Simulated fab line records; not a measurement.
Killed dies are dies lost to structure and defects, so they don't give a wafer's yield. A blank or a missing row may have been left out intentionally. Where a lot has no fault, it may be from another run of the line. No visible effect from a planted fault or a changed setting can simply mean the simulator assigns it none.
Which tool did it?    flow sky130    45 wafers from 15 lots sampled at 5 of the route's 708 steps

## WHAT EACH GAUGE READ, for each wafer
SKY_LDD_P_OVL_MEAS_08. Usual: LDD_P_OVL gives -0.7 nm (standard deviation 1.5).
lot   measured      on          LDD_P_OVL (nm)  flag
L421  day 18 08:36  overlay-01  1.6 2.3 2.1     
L422  day 18 19:15  overlay-02  -2.1 -2.4 -2.6  
L423  day 19 01:40  overlay-01  -2.5 -2.8 -1.3  
L424  day 19 09:20  overlay-02  1.1 0.2 0.4     
L426  day 20 09:01  overlay-01  1.4 1.1 -2.0    
L432  day 22 22:26  overlay-01  -0.5 -0.7 1.1   
L433  day 23 05:30  overlay-01  -0.9 -0.9 -1.6  
L434  day 24 07:11  overlay-01  -1.1 -0.9 0.4   
L436  day 25 14:09  overlay-02  -1.7 -2.5 -1.4  
L435  day 25 14:27  overlay-01  -0.3 0.4 -0.3   
L437  day 26 06:55  overlay-01  -0.3 0.1 0.4    
L439  day 26 17:01  overlay-01  -2.3 -3.0 -4.6  
L440  day 26 21:55  overlay-02  0.1 0.3 1.0     
L444  day 27 21:31  overlay-01  -0.6 -1.4 -2.4  
L443  day 28 02:22  overlay-02  -0.5 0.8 2.1    

SKY_LDD_HVP_TW_MEAS_10. Usual: LDD_HVP_TW gives 452.9 (standard deviation 2.6).
lot   measured      on             LDD_HVP_TW         flag
L421  day 20 21:17  film metro-03  450.7 449.9 449.5  
L422  day 21 10:29  film metro-04  453.7 452.7 453.7  
L423  day 21 16:24  film metro-03  452.3 450.5 450.8  
L424  day 21 23:38  film metro-03  453.1 453.5 452.6  
L426  day 22 23:35  film metro-01  459.6 459.1 457.3  
L432  day 25 09:49  film metro-03  29.6 29.7 29.6     OFF
L433  day 25 16:01  film metro-04  29.8 29.9 30.0     OFF
L434  day 26 18:10  film metro-04  30.1 30.0 30.1     OFF
L436  day 28 00:14  film metro-03  450.1 453.4 453.9  
L435  day 28 00:26  film metro-01  453.9 455.2 453.8  
L437  day 28 16:14  film metro-03  450.6 452.3 456.6  
L439  day 29 02:11  film metro-01  453.3 452.1 455.4  
L440  day 29 06:55  film metro-03  449.3 451.8 448.2  
L444  day 30 05:13  film metro-03  449.2 449.7 450.7  
L443  day 30 10:20  film metro-03  448.8 452.8 452.8  

SKY_SPACER_THK_MEAS_01. Usual: SPACER_CVD_00_THK gives 43.1 nm (standard deviation 0.33).
lot   measured      on             SPACER_CVD_00_THK (nm)  flag
L421  day 22 05:30  film metro-04  43.2 42.5 42.5          
L422  day 22 18:57  film metro-02  43.1 43.2 42.9          
L423  day 23 00:43  film metro-01  42.9 43.1 43.1          
L424  day 23 20:10  film metro-02  42.6 42.9 42.9          
L426  day 24 06:38  film metro-01  43.2 43.4 43.1          
L436  day 29 06:14  film metro-02  42.7 42.8 43.0          
L435  day 29 08:31  film metro-04  42.9 42.8 42.9          
L437  day 29 22:08  film metro-04  43.3 43.3 43.2          
L439  day 30 07:18  film metro-01  43.1 42.5 42.5          
L440  day 30 12:11  film metro-04  42.9 43.2 43.1          
L444  day 31 11:08  film metro-04  43.6 43.2 43.1          
L443  day 31 16:55  film metro-02  43.0 43.1 42.9          

## EACH LOT AND THE TOOL THAT RAN IT (in order: tool; ch and the chambers of the sampled wafers; start)
lot   SKY_LDD_HVP_IMPLANT_08           SKY_LDD_HVP_STRIP_09
L421  implanter-02 ch 0, day 20 21:02  plasma asher-04 ch 0,1, day 20 21:10
L422  implanter-04 ch 0, day 21 10:15  plasma asher-03 ch 0,1, day 21 10:23
L423  implanter-02 ch 0, day 21 16:11  plasma asher-03 ch 0,1, day 21 16:19
L424  implanter-01 ch 0, day 21 23:14  plasma asher-04 ch 0,1, day 21 23:32
L426  implanter-02 ch 0, day 22 23:20  plasma asher-04 ch 0,1, day 22 23:28
L432  implanter-04, day 25 09:34       plasma asher-04 ch 0,1, day 25 09:43
L433  implanter-01, day 25 15:46       plasma asher-02 ch 0,1, day 25 15:55
L434  implanter-04, day 26 17:55       plasma asher-04 ch 0,1, day 26 18:04
L436  implanter-01 ch 0, day 27 23:59  plasma asher-03 ch 0,1, day 28 00:07
L435  implanter-02 ch 0, day 28 00:13  plasma asher-04 ch 0,1, day 28 00:21
L437  implanter-01 ch 0, day 28 15:59  plasma asher-04 ch 0,1, day 28 16:08
L439  implanter-04 ch 0, day 29 01:56  plasma asher-03 ch 0,1, day 29 02:04
L440  implanter-02 ch 0, day 29 06:40  plasma asher-03 ch 0,1, day 29 06:49
L444  implanter-02 ch 0, day 30 04:58  plasma asher-02 ch 0,1, day 30 05:07
L443  implanter-01 ch 0, day 30 10:07  plasma asher-02 ch 0,1, day 30 10:15
- SKY_LDD_HVP_IMPLANT_08
- SKY_LDD_HVP_STRIP_09: strips in O2/N2.

## AS READ BY THE TOOLS THEMSELVES (means over the sampled wafers that have a number; for cases with no such wafer, the mark the record gives instead)
SKY_LDD_HVP_IMPLANT_08. Usual: beam energy keV 19.998, standard deviation 0.0067; beam on s 10.03 s, standard deviation 0.2.
lot   tool          beam energy keV  beam on s (s)  flag
L421  implanter-02  20.013           9.98           
L422  implanter-04  19.998           10.17          
L423  implanter-02  20.001           10.00          
L424  implanter-01  19.997           10.02          
L426  implanter-02  19.997           9.81           
L432  implanter-04  -                -              OFF
L433  implanter-01  -                -              OFF
L434  implanter-04  -                -              OFF
L436  implanter-01  19.994           10.02          
L435  implanter-02  19.994           10.16          
L437  implanter-01  19.995           10.09          
L439  implanter-04  19.991           10.11          
L440  implanter-02  20.003           9.90           
L444  implanter-02  20.001           10.14          
L443  implanter-01  20.001           9.89           

SKY_LDD_HVP_STRIP_09. Usual: drypump motor current A 5.76 A, standard deviation 0.26; oes product au 0.408 a.u., standard deviation 0.0041; strip time to endpoint s 4.135 s, standard deviation 0.015.
lot   tool             drypump motor current A (A)  oes product au (a.u.)  strip time to endpoint s (s)  flag
L421  plasma asher-04  5.71                         0.406                  4.144                         
L422  plasma asher-03  5.47                         0.412                  4.137                         
L423  plasma asher-03  5.44                         0.412                  4.136                         
L424  plasma asher-04  5.74                         0.409                  4.133                         
L426  plasma asher-04  5.72                         0.411                  4.152                         
L432  plasma asher-04  5.75                         0.411                  4.139                         
L433  plasma asher-02  5.99                         0.406                  4.141                         
L434  plasma asher-04  5.73                         0.407                  4.108                         
L436  plasma asher-03  5.34                         0.403                  4.098                         
L435  plasma asher-04  5.71                         0.405                  4.142                         
L437  plasma asher-04  5.72                         0.408                  4.118                         
L439  plasma asher-03  5.43                         0.408                  4.155                         
L440  plasma asher-03  5.34                         0.411                  4.149                         
L444  plasma asher-02  6.00                         0.410                  4.137                         
L443  plasma asher-02  5.99                         0.405                  4.149                         

## THE ANSWER, worked out from the rows above alone
Rule: a lot counts as off when the mean over its wafers that have a number is more than 3 standard deviations away from the usual mean. Also off: a lot with no number at a reading for which 4 or more lots have one. Any other lot the step has rows for is counted as sound. After the gauges, taken in route order, come the tools' own readings; for these a lot's mean is taken, as printed above. The first step at which some lot is off is used, and at that step the reading that is off furthest; a lot without a number counts as furthest.
Off: L432, L433, L434, at SKY_LDD_HVP_TW_MEAS_10 (LDD_HVP_TW).
A tool fits if, at a process step before that reading, it ran every lot that is off, and no sound lot after the first of them. The gauges at SKY_LDD_HVP_TW_MEAS_10 aren't tried: what is off there is off at SKY_LDD_HVP_IMPLANT_08 too, on other tools, and a gauge's error can't cause that. No candidate that was tried fits.

## WHAT HAD BEEN PUT IN BY THE SIMULATOR
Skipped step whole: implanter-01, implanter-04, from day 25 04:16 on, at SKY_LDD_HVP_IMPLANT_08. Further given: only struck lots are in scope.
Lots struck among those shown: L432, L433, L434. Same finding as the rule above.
